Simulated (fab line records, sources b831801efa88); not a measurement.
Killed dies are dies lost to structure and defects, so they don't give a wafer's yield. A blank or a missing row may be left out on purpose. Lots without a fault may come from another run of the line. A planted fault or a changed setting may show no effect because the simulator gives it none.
fab line records | flow gf180mcu
record lots=5 wafers=23
route steps=602 shown PSD@252 SAB@272 SALICIDE@281 CONTACT@291 M1@327
start_h: hours from the record's first day to the start of the lot's first wafer shown | wait_h: hours since the lot's step before | " the same as in the row above | L1.1+2: a row that stands for several wafers | - no value, or no start given | * or withheld: withheld | < > ~ a bound
route shown NAME@n: a module of which the file shows steps, and the number in the route of the first | usual: mean/standard deviation of fault-free wafers | same: alike in all rows | chamber/n: place in a boat | sites: the reading at each site | _std_site: their standard deviation | _edge_site: outer sites' mean less inner sites' | radius_mm: how far each site lies from the wafer's centre | mask NAME#n: copy n | behind: the tool/chamber that last shaped the wafer | hold: why the lot was held/for how many hours/how that ended | device: the transistor (n, p or np) that didn't switch | end of line: the same wafers' tests at the end of the route | a step without rows: its recipe alone | killed: dies lost to structure and defects at the first sort, not the wafer's yield | map: a wafer's dies, x killed, . not, _ none there
set.NAME: the setting as run; set.NAME@STEP: as run at that earlier step | model.NAME: the simulator's own value behind a step, which no gauge read
lots whose settings were changed on purpose; a table a step, a row a wafer
## steps
# step GF_PSD_EXPOSE_04
# recipe mask_id=Pplus target_cd_nm=400 na=0.6 source_shape=conventional sigma_outer=0.6 dose_mj=140
# columns lot.wafer tool chamber start_h wait_h mask set.dose_mj
L076.2+5 iline_stepper-01 0 - - Pplus#0 140
L076.3+4+6 " 0 " " Pplus#0 132.9
L079.2+3+6 iline_stepper-01 0 - - Pplus#0 140
L082.2+3+4+5+6 iline_stepper-02 0 - - Pplus#0 140
L083.1+4 iline_stepper-01 0 - - Pplus#0 131.4
L083.3+5+6 " 0 " " Pplus#0 140
L084.1+4+5 iline_stepper-01 0 - - Pplus#0 129.7
L084.3+6 " 0 " " Pplus#0 140
# step GF_PSD_PEB_05
# recipe temp_c=withheld time_s=* resist=NOVOLAK
# step GF_PSD_DEVELOP_06
# recipe develop_time_s=57.92 dev_temp_c=23
# columns lot.wafer tool chamber start_h wait_h set.dose_mj@PSD_EXPOSE_04 model.PSD.cd_nm
L076.2 litho_track-04 0 338.58 0.1 140 397
L076.3 " 0 " " 132.9 384.8
L076.4 " 0 " " 132.9 387.2
L076.5 " 0 " " 140 399.9
L076.6 " 0 " " 132.9 382
L079.2 litho_track-03 0 358.46 0.1 140 398
L079.3 " 0 " " 140 396.2
L079.6 " 0 " " 140 396.6
L082.2 litho_track-04 0 381.28 0.1 140 397.4
L082.3 " 0 " " 140 399.3
L082.4 " 0 " " 140 400.3
L082.5 " 0 " " 140 401.5
L082.6 " 0 " " 140 401.9
L083.1 litho_track-02 0 387.81 0.1 131.4 380
L083.3 " 0 " " 140 396.6
L083.4 " 0 " " 131.4 380.5
L083.5+6 " 0 " " 140 396.1
L084.1 litho_track-02 0 396.56 0.1 129.7 375.8
L084.3 " 0 " " 140 398.1
L084.4 " 0 " " 129.7 374.6
L084.5 " 0 " " 129.7 376.7
L084.6 " 0 " " 140 399.1
# step GF_PSD_CD_MEAS_07
# recipe target_cd_nm=400
# usual cd_nm=399.7/2.8
# columns lot.wafer tool chamber start_h wait_h set.dose_mj@PSD_EXPOSE_04 cd_nm
L076.2 cd_sem-02 - 338.73 0.1 140 396.9
L076.3 " - " " 132.9 384.3
L076.4 " - " " 132.9 387.3
L076.5 " - " " 140 400.0
L076.6 " - " " 132.9 382.0
L079.2 cd_sem-02 - 358.60 0.1 140 398.0
L079.3 " - " " 140 396.3
L079.6 " - " " 140 396.5
L082.2 cd_sem-01 - 381.43 0.1 140 397.5
L082.3 " - " " 140 399.4
L082.4 " - " " 140 400.1
L082.5 " - " " 140 401.6
L082.6 " - " " 140 401.6
L083.1 cd_sem-02 - 387.96 0.1 131.4 379.8
L083.3 " - " " 140 396.6
L083.4 " - " " 131.4 380.9
L083.5 " - " " 140 396.0
L083.6 " - " " 140 395.9
L084.1 cd_sem-01 - 396.71 0.1 129.7 375.9
L084.3 " - " " 140 397.8
L084.4 " - " " 129.7 374.5
L084.5 " - " " 129.7 376.7
L084.6 " - " " 140 399.2
# step GF_PSD_IMPLANT_09
# recipe species=BF2 energy_kev=40 dose_cm2=1.5e+15 tilt_deg=7
# columns lot.wafer tool chamber start_h wait_h set.energy_kev model.implant.rp_nm model.implant.drp_nm
L076.2+3+4+5+6 implanter-02 0 338.89 0.0 40 30.89 15.87
L079.2+3+6 implanter-04 0 358.76 0.0 40 30.34 15.87
L082.2+3+4+5+6 implanter-03 0 381.59 0.0 40 29.34 15.87
L083.1+4+5 implanter-02 0 388.12 0.0 40 31.16 15.87
L083.3+6 " 0 " " 37.04 29.26 15.04
L084.1+5+6 implanter-04 0 396.87 0.0 40 31.11 15.87
L084.3+4 " 0 " " 42.94 32.97 16.68
# step GF_PSD_STRIP_10
# recipe chemistry=O2/N2 power_w=1400 pressure_mtorr=1500 platen_temp_c=250 o2_flow_sccm=3000 n2_flow_sccm=300 overash_fraction=0.5
# usual strip_time_to_endpoint_s=16.54/0.039
# columns lot.wafer tool chamber start_h wait_h set.energy_kev@PSD_IMPLANT_09 strip_time_to_endpoint_s
L076.2 plasma_asher-03 1 339.02 0.1 40 16.56
L076.3 " 1 " " 40 16.58
L076.4 " 0 " " 40 16.60
L076.5 " 1 " " 40 16.57
L076.6 " 0 " " 40 16.58
L079.2 plasma_asher-04 0 358.89 0.1 40 16.51
L079.3 " 1 " " 40 16.51
L079.6 " 0 " " 40 16.47
L082.2 plasma_asher-04 0 381.72 0.1 40 16.56
L082.3 " 1 " " 40 16.55
L082.4 " 0 " " 40 16.49
L082.5 " 1 " " 40 16.50
L082.6 " 0 " " 40 16.50
L083.1 plasma_asher-03 1 388.27 0.1 40 16.52
L083.3 " 0 " " 37.04 16.22
L083.4 " 1 " " 40 16.54
L083.5 " 0 " " 40 16.53
L083.6 " 1 " " 37.04 16.28
L084.1 plasma_asher-02 1 397.02 0.1 40 16.61
L084.3 " 1 " " 42.94 16.87
L084.4 " 0 " " 42.94 16.91
L084.5 " 1 " " 40 16.59
L084.6 " 0 " " 40 16.60
# step GF_PSD_TW_MEAS_11
# usual PSD_TW=3198/16
# columns lot.wafer tool chamber start_h wait_h set.energy_kev@PSD_IMPLANT_09 PSD_TW
L076.2 film_metro-04 - 339.13 0.1 40 3194
L076.3 " - " " 40 3198
L076.4 " - " " 40 3186
L076.5 " - " " 40 3183
L076.6 " - " " 40 3192
L079.2 film_metro-04 - 359.00 0.1 40 3175
L079.3 " - " " 40 3186
L079.6 " - " " 40 3185
L082.2 film_metro-03 - 381.83 0.1 40 3199
L082.3 " - " " 40 3201
L082.4 " - " " 40 3209
L082.5 " - " " 40 3215
L082.6 " - " " 40 3200
L083.1 film_metro-03 - 388.37 0.1 40 3217
L083.3 " - " " 37.04 3164
L083.4 " - " " 40 3217
L083.5 " - " " 40 3217
L083.6 " - " " 37.04 3145
L084.1 film_metro-04 - 397.12 0.1 40 3196
L084.3 " - " " 42.94 3261
L084.4 " - " " 42.94 3260
L084.5 " - " " 40 3196
L084.6 " - " " 40 3199
# step GF_SAB_DEVELOP_08
# recipe develop_time_s=60 dev_temp_c=23
# columns lot.wafer tool chamber start_h wait_h set.develop_time_s
L076.2+3+5 litho_track-02 0 360.89 0.1 60
L076.4+6 " 0 " " 63.11
L079.2+3+6 litho_track-03 0 381.36 0.1 60
L082.2+5+6 litho_track-02 0 404.39 0.1 67.79
L082.3+4 " 0 " " 60
L083.1+3+4+5+6 litho_track-03 0 411.18 0.1 60
L084.1+4 litho_track-03 0 420.03 0.1 60
L084.3+5+6 " 0 " " 63.31
# step GF_SAB_CD_MEAS_09
# recipe target_cd_nm=420
# usual cd_nm=420.6/2.5
# columns lot.wafer tool chamber start_h wait_h set.develop_time_s@SAB_DEVELOP_08 cd_nm
L076.2 cd_sem-01 - 361.03 0.1 60 422.0
L076.3 " - " " 60 421.2
L076.4 " - " " 63.11 415.4
L076.5 " - " " 60 420.1
L076.6 " - " " 63.11 415.4
L079.2 cd_sem-02 - 381.53 0.1 60 421.1
L079.3 " - " " 60 421.8
L079.6 " - " " 60 423.8
L082.2 cd_sem-02 - 404.53 0.1 67.79 405.4
L082.3 " - " " 60 416.0
L082.4 " - " " 60 415.0
L082.5 " - " " 67.79 405.1
L082.6 " - " " 67.79 404.0
L083.1 cd_sem-02 - 411.38 0.2 60 422.2
L083.3 " - " " 60 419.7
L083.4 " - " " 60 421.1
L083.5 " - " " 60 420.2
L083.6 " - " " 60 421.6
L084.1 cd_sem-02 - 420.18 0.1 60 423.1
L084.3 " - " " 63.31 416.9
L084.4 " - " " 60 423.6
L084.5 " - " " 63.31 420.8
L084.6 " - " " 63.31 416.6
# step GF_SAB_ETCH_11
# recipe chemistry=C4F8/O2/Ar mask_material=NOVOLAK target=SiO2 target_depth_nm=55 source_w=1500 bias_w=1200 pressure_mtorr=40 c4f8_flow_sccm=withheld O2_flow_sccm=6 Ar_flow_sccm=300 time_s=8.5
# columns lot.wafer tool chamber start_h wait_h set.develop_time_s@SAB_DEVELOP_08 model.SAB.cd_nm
L076.2 rie_diel-04 0 361.17 0.0 60 421.8
L076.3 " 2 " " 60 420.7
L076.4 " 3 " " 63.11 415.9
L076.5 " 2 " " 60 419.3
L076.6 " 3 " " 63.11 416.1
L079.2 rie_diel-04 3 381.67 0.0 60 421.7
L079.3 " 1 " " 60 421.8
L079.6 " 2 " " 60 423.1
L082.2 rie_diel-03 3 404.67 0.0 67.79 405.2
L082.3+4 " 0,2 " " 60 415.4
L082.5 " 3 " " 67.79 405.4
L082.6 " 2 " " 67.79 403.9
L083.1 rie_diel-04 1 411.54 0.0 60 421.9
L083.3+5 " 3,1 " " 60 420.3
L083.4 " 2 " " 60 421.3
L083.6 " 2 " " 60 421.6
L084.1 rie_diel-04 1 420.34 0.0 60 423.3
L084.3 " 3 " " 63.31 417.6
L084.4 " 2 " " 60 423.7
L084.5 " 2 " " 63.31 420.4
L084.6 " 3 " " 63.31 417.5
# step GF_SALICIDE_SPUTTER_03
# recipe material=TiN target_thk_nm=20 power_w=6500 time_s=16.7 chamber_pressure_pa=0.4
# columns lot.wafer tool chamber start_h wait_h set.power_w model.TiN_of_SALICIDE_SPUTTER_03.thk_nm
L076.2 pvd_sputter-04 - 361.54 0.0 5921 17.97
L076.3 " - " " 6500 19.83
L076.4 " - " " 5921 18.19
L076.5 " - " " 6500 19.75
L076.6 " - " " 6500 19.82
L079.2 pvd_sputter-02 - 382.03 0.0 6500 19.59
L079.3 " - " " 6500 19.61
L079.6 " - " " 6500 19.43
L082.2 pvd_sputter-04 - 405.04 0.0 6500 20.05
L082.3 " - " " 6500 19.89
L082.4 " - " " 6217 19.06
L082.5 " - " " 6217 19.21
L082.6 " - " " 6500 19.81
L083.1 pvd_sputter-04 - 411.90 0.0 6500 20.02
L083.3 " - " " 6500 20.1
L083.4 " - " " 6707 20.42
L083.5 " - " " 6707 20.89
L083.6 " - " " 6500 19.98
L084.1 pvd_sputter-02 - 420.71 0.0 6085 18.73
L084.3 " - " " 6500 20.69
L084.4 " - " " 6500 20.32
L084.5 " - " " 6085 18.95
L084.6 " - " " 6500 19.84
# step GF_SALICIDE_THK_MEAS_05
# recipe thk_meas_gauge=xrf reads=TiN_of_SALICIDE_SPUTTER_03
# usual SALICIDE_TIN_THK=19.90/0.25
# columns lot.wafer tool chamber start_h wait_h set.power_w@SALICIDE_SPUTTER_03 SALICIDE_TIN_THK[nm]
L076.2 film_metro-01 - 361.69 0.1 5921 17.96
L076.3 " - " " 6500 19.77
L076.4 " - " " 5921 18.09
L076.5 " - " " 6500 19.62
L076.6 " - " " 6500 19.77
L079.2 film_metro-03 - 382.19 0.1 6500 19.42
L079.3 " - " " 6500 19.45
L079.6 " - " " 6500 19.39
L082.2 film_metro-01 - 405.19 0.1 6500 19.91
L082.3 " - " " 6500 19.73
L082.4 " - " " 6217 18.95
L082.5 " - " " 6217 19.05
L082.6 " - " " 6500 19.68
L083.1 film_metro-01 - 412.05 0.1 6500 19.96
L083.3 " - " " 6500 19.97
L083.4 " - " " 6707 20.33
L083.5 " - " " 6707 20.85
L083.6 " - " " 6500 19.84
L084.1 film_metro-03 - 420.86 0.1 6085 18.68
L084.3 " - " " 6500 20.64
L084.4 " - " " 6500 20.29
L084.5 " - " " 6085 18.95
L084.6 " - " " 6500 19.76
# step GF_CONTACT_CMP_04
# recipe material=SiO2 down_force_psi=4 platen_rpm=60 pad_velocity_m_s=0.94248
# columns lot.wafer tool chamber start_h wait_h set.leave_above_ref_nm model.SiO2_of_CONTACT_CVD_02.thk_nm
L076.3 cmp-01 2 362.32 0.1 560 560.6
L076.2 " 3 " " 521 522.3
L076.4 " 0 " " 560 562.1
L076.5 " 1 " " 521 520.2
L076.6 " 2 " " 521 520.4
L079.3+2 cmp-02 2,0 382.76 0.0 560 559.1
L079.6 " 2 " " 560 558.5
L082.3 cmp-02 3 408.85 3.1 518.6 518.2
L082.4 " 0 " " 560 560.8
L082.2 " 1 " " 560 559.2
L082.5 " 2 " " 560 559.3
L082.6 " 3 " " 518.6 518.6
L083.4 cmp-01 1 412.69 0.1 560 558.5
L083.1 " 2 " " 560 560.5
L083.3 " 3 " " 560 558.7
L083.6 " 0 " " 560 561.1
L083.5 " 1 " " 560 558.6
L084.1 cmp-02 2 421.49 0.1 560 559.3
L084.4 " 3 " " 560 560.6
L084.3 " 0 " " 595.9 596.7
L084.5 " 1 " " 560 560.2
L084.6 " 2 " " 595.9 595.7
# step GF_CONTACT_PEB_12
# recipe peb_temp_c=135 peb_time_s=90 resist=KrF
# columns lot.wafer tool chamber start_h wait_h set.peb_temp_c
L076.2+3+4 litho_track-01 0 - - 131.3
L076.5+6 " 0 " " 135
L079.2+3+6 litho_track-03 0 - - 135
L082.2+3+5 litho_track-01 0 - - 135
L082.4+6 " 0 " " 131
L083.1+3 litho_track-01 0 - - 137.9
L083.4+5+6 " 0 " " 135
L084.1+6 litho_track-04 0 - - 135
L084.3+4+5 " 0 " " 137.5
# step GF_CONTACT_DEVELOP_13
# recipe develop_time_s=60 resist=KrF dev_temp_c=21
# step GF_CONTACT_CD_MEAS_14
# recipe target_cd_nm=220
# usual cd_nm=220.3/1.7
# columns lot.wafer tool chamber start_h wait_h set.peb_temp_c@CONTACT_PEB_12 cd_nm
L076.2 cd_sem-02 - 385.25 0.1 131.3 209.6
L076.3 " - " " 131.3 210.9
L076.4 " - " " 131.3 208.7
L076.5 " - " " 135 223.8
L076.6 " - " " 135 221.4
L079.2 cd_sem-02 - 406.30 0.1 135 220.2
L079.3 " - " " 135 220.3
L079.6 " - " " 135 219.8
L082.2 cd_sem-01 - 432.75 0.1 135 219.5
L082.3 " - " " 135 218.1
L082.4 " - " " 131 204.3
L082.5 " - " " 135 218.7
L082.6 " - " " 131 205.4
L083.1 cd_sem-01 - 437.13 0.1 137.9 224.5
L083.3 " - " " 137.9 226.2
L083.4 " - " " 135 219.7
L083.5 " - " " 135 217.9
L083.6 " - " " 135 220.4
L084.1 cd_sem-01 - 446.26 0.1 135 222.5
L084.3 " - " " 137.5 228.3
L084.4 " - " " 137.5 226.8
L084.5 " - " " 137.5 227.9
L084.6 " - " " 135 220.8
# step GF_CONTACT_ETCH_16
# recipe chemistry=N2/H2 target_depth_a=withheld overetch_a=withheld time_s=withheld target=BARC ion_energy_ev=200 source_w=500 bias_w=100 pressure_mtorr=30 n2_flow_sccm=100 h2_flow_sccm=200
# columns lot.wafer tool chamber start_h wait_h set.source_w set.peb_temp_c@CONTACT_PEB_12 model.CONTACT.cd_nm
L076.2 rie_diel-03 0 385.39 0.0 500 131.3 210.5
L076.3 " 1 " " 500 131.3 211
L076.4 " 3 " " 500 131.3 207.9
L076.5 " 0 " " 500 135 224.3
L076.6 " 3 " " 500 135 220.4
L079.2 rie_diel-01 1 406.44 0.0 500 135 220.4
L079.3 " 3 " " 500 135 220.5
L079.6 " 2 " " 500 135 220
L082.2 rie_diel-03 2 432.89 0.0 500 135 220.4
L082.3 " 1 " " 500 135 217.8
L082.4 " 0 " " 500 131 204.6
L082.5 " 3 " " 500 135 218.1
L082.6 " 0 " " 500 131 206.2
L083.1 rie_diel-01 1 437.29 0.0 500 137.9 225.1
L083.3 " 0 " " 500 137.9 226.3
L083.4 " 3 " " 465.6 135 219.5
L083.5 " 1 " " 500 135 218.6
L083.6 " 2 " " 465.6 135 219.3
L084.1 rie_diel-01 3 446.41 0.0 547.6 135 223.8
L084.3 " 2 " " 547.6 137.5 229.3
L084.4 " 1 " " 500 137.5 227.4
L084.5 " 1 " " 500 137.5 228.7
L084.6 " 2 " " 547.6 135 221.7
# step GF_CONTACT_ETCH_17
# recipe chemistry=C4F8/O2/Ar mask_material=KrF target=SiO2 stop_on=CoSi2 source_w=1500 bias_w=1159 pressure_mtorr=40 c4f8_flow_sccm=withheld O2_flow_sccm=6 Ar_flow_sccm=300 time_s=withheld target_depth_a=8600
# columns lot.wafer tool chamber start_h wait_h set.leave_above_ref_nm@CONTACT_CMP_04 set.peb_temp_c@CONTACT_PEB_12 model.CONTACT.feature_depth_nm model.CONTACT.cd_nm
L076.2 rie_diel-03 0 - - 521 131.3 810.1 210.6
L076.3 " 1 " " 560 131.3 848.8 208.7
L076.4 " 3 " " 560 131.3 848.6 208.5
L076.5 " 0 " " 521 135 805.9 224.5
L076.6 " 3 " " 521 135 811.8 220.7
L079.2 rie_diel-01 1 - - 560 135 844.3 220.5
L079.3 " 3 " " 560 135 842.6 220
L079.6 " 2 " " 560 135 844.4 220.4
L082.2 rie_diel-03 2 - - 560 135 852 220.4
L082.3 " 1 " " 518.6 135 806.2 216.4
L082.4 " 0 " " 560 131 845.9 204.9
L082.5 " 3 " " 560 135 845.9 217.9
L082.6 " 0 " " 518.6 131 809.8 206
L083.1 rie_diel-01 1 - - 560 137.9 852.3 224.9
L083.3 " 0 " " 560 137.9 850.8 225.6
L083.4 " 3 " " 560 135 849.1 219.3
L083.5 " 1 " " 560 135 854 218.6
L083.6 " 2 " " 560 135 854.3 219.4
L084.1 rie_diel-01 3 - - 560 135 848.2 223.1
L084.3 " 2 " " 595.9 137.5 886.6 228.9
L084.4 " 1 " " 560 137.5 849.1 227.2
L084.5 " 1 " " 560 137.5 848.4 228.6
L084.6 " 2 " " 595.9 135 883.6 221.5
# step GF_CONTACT_CVD_24
# recipe material=W target_thk_nm=300 time_s=90.339 temp_c=400 pressure_torr=40
# columns lot.wafer tool chamber start_h wait_h set.pressure_torr model.W_of_CONTACT_CVD_24.thk_nm
L076.2 cvd_w-02 1 385.95 0.0 40 306.8
L076.3 " 1 " " 40 303.8
L076.4 " 0 " " 40 315.7
L076.5 " 0 " " 40 315
L076.6 " 1 " " 40 305.6
L079.2 cvd_w-02 0 407.01 0.0 40 314.3
L079.3 " 1 " " 40 308.1
L079.6 " 1 " " 40 305.5
L082.2 cvd_w-02 0 433.45 0.0 40 306.2
L082.3 " 0 " " 40 307.4
L082.4 " 1 " " 40 299.2
L082.5 " 0 " " 40 306.9
L082.6 " 1 " " 40 300.9
L083.1 cvd_w-01 0 437.85 0.0 35.96 285.4
L083.3 " 1 " " 35.96 283.5
L083.4 " 0 " " 35.96 289.3
L083.5 " 1 " " 35.96 282.1
L083.6 " 0 " " 35.96 287.1
L084.1 cvd_w-02 0 446.97 0.0 37.81 302.6
L084.3 " 0 " " 37.81 301.5
L084.4 " 0 " " 37.81 301.8
L084.5 " 0 " " 37.81 303.5
L084.6 " 0 " " 37.81 304.5
# step GF_M1_PEB_12
# recipe peb_temp_c=135 peb_time_s=90 resist=KrF
# columns lot.wafer tool chamber start_h wait_h set.peb_time_s
L076.2+4+6 litho_track-02 0 - - 90
L076.3+5 " 0 " " 102.6
L079.2+3+6 litho_track-02 0 - - 90
L082.2+3 litho_track-04 0 - - 80.04
L082.4+5+6 " 0 " " 90
L083.1+5+6 litho_track-02 0 - - 90
L083.3+4 " 0 " " 101.1
L084.1+3+4 litho_track-02 0 - - 90
L084.5+6 " 0 " " 77.58
# step GF_M1_DEVELOP_13
# recipe develop_time_s=60 dev_temp_c=21
# step GF_M1_CD_MEAS_14
# recipe target_cd_nm=230
# usual cd_nm=229.9/1
# columns lot.wafer tool chamber start_h wait_h set.peb_time_s@M1_PEB_12 cd_nm
L076.2 cd_sem-02 - 409.68 0.1 90 230.2
L076.3 " - " " 102.6 228.4
L076.4 " - " " 90 230.4
L076.5 " - " " 102.6 227.1
L076.6 " - " " 90 229.3
L079.2 cd_sem-02 - 433.88 0.1 90 228.6
L079.3 " - " " 90 229.3
L079.6 " - " " 90 230.2
L082.2 cd_sem-01 - 458.58 0.1 80.04 232.2
L082.3 " - " " 80.04 231.7
L082.4 " - " " 90 228.4
L082.5 " - " " 90 229.4
L082.6 " - " " 90 228.4
L083.1 cd_sem-01 - 462.86 0.1 90 232.1
L083.3 " - " " 101.1 227.8
L083.4 " - " " 101.1 227.5
L083.5 " - " " 90 230.0
L083.6 " - " " 90 230.9
L084.1 cd_sem-01 - 471.41 0.1 90 231.3
L084.3 " - " " 90 230.7
L084.4 " - " " 90 231.8
L084.5 " - " " 77.58 235.0
L084.6 " - " " 77.58 235.9
## key
split step=GF_PSD_EXPOSE_04 setting=dose_mj stated=140 by=wafer
response step=GF_PSD_DEVELOP_06 reading=model.PSD.cd_nm change=+2.86 per=1% r=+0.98
response step=GF_PSD_CD_MEAS_07 reading=cd_nm change=+2.86 per=1% r=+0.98
split step=GF_PSD_IMPLANT_09 setting=energy_kev stated=40 by=wafer
response step=GF_PSD_IMPLANT_09 reading=model.implant.rp_nm change=+0.255 per=1% r=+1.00
response step=GF_PSD_IMPLANT_09 reading=model.implant.drp_nm change=+0.111 per=1% r=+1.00
response step=GF_PSD_STRIP_10 reading=strip_time_to_endpoint_s change=* per=1% r=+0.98
response step=GF_PSD_TW_MEAS_11 reading=PSD_TW change=+8.55 per=1% r=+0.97
split step=GF_SAB_DEVELOP_08 setting=develop_time_s stated=60 by=wafer
response step=GF_SAB_CD_MEAS_09 reading=cd_nm change=-0.873 per=1% r=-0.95
response step=GF_SAB_ETCH_11 reading=model.SAB.cd_nm change=-0.835 per=1% r=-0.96
split step=GF_SALICIDE_SPUTTER_03 setting=power_w stated=6500 by=wafer
response step=GF_SALICIDE_SPUTTER_03 reading=model.TiN_of_SALICIDE_SPUTTER_03.thk_nm change=+0.201 per=1% r=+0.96
response step=GF_SALICIDE_THK_MEAS_05 reading=SALICIDE_TIN_THK change=+0.198 per=1% r=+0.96
split step=GF_CONTACT_CMP_04 setting=leave_above_ref_nm stated=560 by=wafer
response step=GF_CONTACT_CMP_04 reading=model.SiO2_of_CONTACT_CVD_02.thk_nm change=+5.68 per=1% r=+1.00
response step=GF_CONTACT_ETCH_17 reading=model.CONTACT.feature_depth_nm change=+5.57 per=1% r=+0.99
split step=GF_CONTACT_PEB_12 setting=peb_temp_c stated=135 by=wafer
response step=GF_CONTACT_CD_MEAS_14 reading=cd_nm change=+4.13 per=1% r=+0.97
response step=GF_CONTACT_ETCH_16 reading=model.CONTACT.cd_nm change=+4.06 per=1% r=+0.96
response step=GF_CONTACT_ETCH_17 reading=model.CONTACT.cd_nm change=+4.05 per=1% r=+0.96
split step=GF_CONTACT_ETCH_16 setting=source_w stated=500 by=wafer
response none clear
split step=GF_CONTACT_CVD_24 setting=pressure_torr stated=40 by=lot
response step=GF_CONTACT_CVD_24 reading=model.W_of_CONTACT_CVD_24.thk_nm change=+1.97 per=1% r=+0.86
split step=GF_M1_PEB_12 setting=peb_time_s stated=90 by=wafer
response step=GF_M1_CD_MEAS_14 reading=cd_nm change=-0.252 per=1% r=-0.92
